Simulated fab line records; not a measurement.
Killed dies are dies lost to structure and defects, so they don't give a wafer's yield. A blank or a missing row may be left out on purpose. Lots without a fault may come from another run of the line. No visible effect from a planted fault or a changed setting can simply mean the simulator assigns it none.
Matching of chambers | flow sky130 | rie diel-03 running SKY_CONTACT_ETCH_17: 4 sister chambers
The step etches SiO2 in C4F8/O2/Ar, stops on Si3N4, target depth 340 nm. 8 wafers are shown with their chamber, then 7 later ones without.

WAFERS WITH THEIR CHAMBER
wafer  | chamber | oes product au (a.u.) | bias w (W)
L076.1 | 0       | 0.894                 | 1202
L076.2 | 2       | 0.890                 | 1205
L077.6 | 0       | 0.898                 | 1202
L081.1 | 1       | 0.894                 | 1198
L081.2 | 2       | 0.888                 | 1199
L081.3 | 3       | 0.892                 | 1201
L088.1 | 1       | 0.894                 | 1208
L088.3 | 3       | 0.895                 | 1198

WAFERS MISSING THEIR CHAMBER
wafer  | oes product au (a.u.) | bias w (W)
L088.6 | 0.897                 | 1206
L090.2 | 0.892                 | 1200
L090.4 | 0.894                 | 1203
L090.6 | 0.892                 | 1203
L096.4 | 0.893                 | 1202
L096.5 | 0.888                 | 1200
L096.6 | 0.891                 | 1201

WHICH CHAMBER EACH ONE RAN IN
wafer  | from the rows above               | in truth
L088.6 | can't be placed: 0 or 1 or 3      | 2
L090.2 | can't be placed: 3 or 1 or 2 or 0 | 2
L090.4 | can't be placed: 1 or 3 or 0      | 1
L090.6 | can't be placed: 1 or 3 or 2 or 0 | 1
L096.4 | can't be placed: 1 or 3 or 0 or 2 | 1
L096.5 | 2                                 | 2
L096.6 | can't be placed: 2 or 3 or 1 or 0 | 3
1 of 7 placed correctly. These rows do not allow placing 6 (true chamber among the candidates in 5). Placed wrongly: 0.
How it was worked out, from the rows above alone: a wafer's distance from a chamber is the root of the sum, over the readings, of the square of ((its reading less the chamber's mean) divided by the reading's scatter). The wafer belongs to the nearest chamber; if the next one is less than 2 further off, it can't be placed. Each chamber's mean is taken over the wafers shown for it. The scatter: take each reading less its chamber's mean, square it, sum over the shown wafers, divide by the number of wafers less the number of chambers, and take the root.
